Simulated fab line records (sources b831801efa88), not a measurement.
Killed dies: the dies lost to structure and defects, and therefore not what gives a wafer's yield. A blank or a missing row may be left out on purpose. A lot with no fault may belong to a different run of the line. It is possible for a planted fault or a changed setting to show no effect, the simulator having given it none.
Chamber matching / flow sky130 / SKY_VIA4_CMP_21 on cmp-01: 4 sister chambers
The step polishes, stops on SiO2, t overpolish 25 s, target thk 0 nm. 4 wafers are shown with their chamber, then 7 later ones without.

## EACH WAFER AND ITS CHAMBER
wafer=L297.1; chamber=1; motor_current_A (A)=11.3
wafer=L297.6; chamber=0; motor_current_A (A)=11.9
wafer=L300.1; chamber=3; motor_current_A (A)=8.8
wafer=L300.2; chamber=2; motor_current_A (A)=10.7

## WAFERS WITHOUT THEIR CHAMBER
wafer=L300.3; motor_current_A (A)=11.0
wafer=L301.2; motor_current_A (A)=11.2
wafer=L301.3; motor_current_A (A)=9.8
wafer=L301.5; motor_current_A (A)=11.2
wafer=L309.2; motor_current_A (A)=11.7
wafer=L309.3; motor_current_A (A)=10.3
wafer=L309.5; motor_current_A (A)=11.5

## THE CHAMBER EACH PASSED THROUGH
wafer=L300.3; from the rows above=can't be placed: 1 or 2 or 0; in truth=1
wafer=L301.2; from the rows above=can't be placed: 1 or 2 or 0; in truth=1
wafer=L301.3; from the rows above=can't be placed: 2 or 3 or 1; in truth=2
wafer=L301.5; from the rows above=can't be placed: 1 or 2 or 0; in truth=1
wafer=L309.2; from the rows above=can't be placed: 0 or 1 or 2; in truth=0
wafer=L309.3; from the rows above=can't be placed: 2 or 1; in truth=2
wafer=L309.5; from the rows above=can't be placed: 1 or 0 or 2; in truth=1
Correct placement for 0 of the 7. From these rows, 7 cannot be placed; in 7 the true chamber is one of the candidates. 0 placed wrongly.
How it was worked out, from the rows above alone: a wafer's distance from a chamber is the root of the sum, over the readings, of the square of ((its reading less the chamber's mean) divided by the reading's scatter). If the next closest chamber is less than 2 further off than the closest, the wafer can't be placed; otherwise it belongs to the closest. Each chamber's mean is taken over the wafers shown for it. The scatter: root of mean squared gap, hidden wafer to nearest shown wafer, with one shown wafer a chamber.
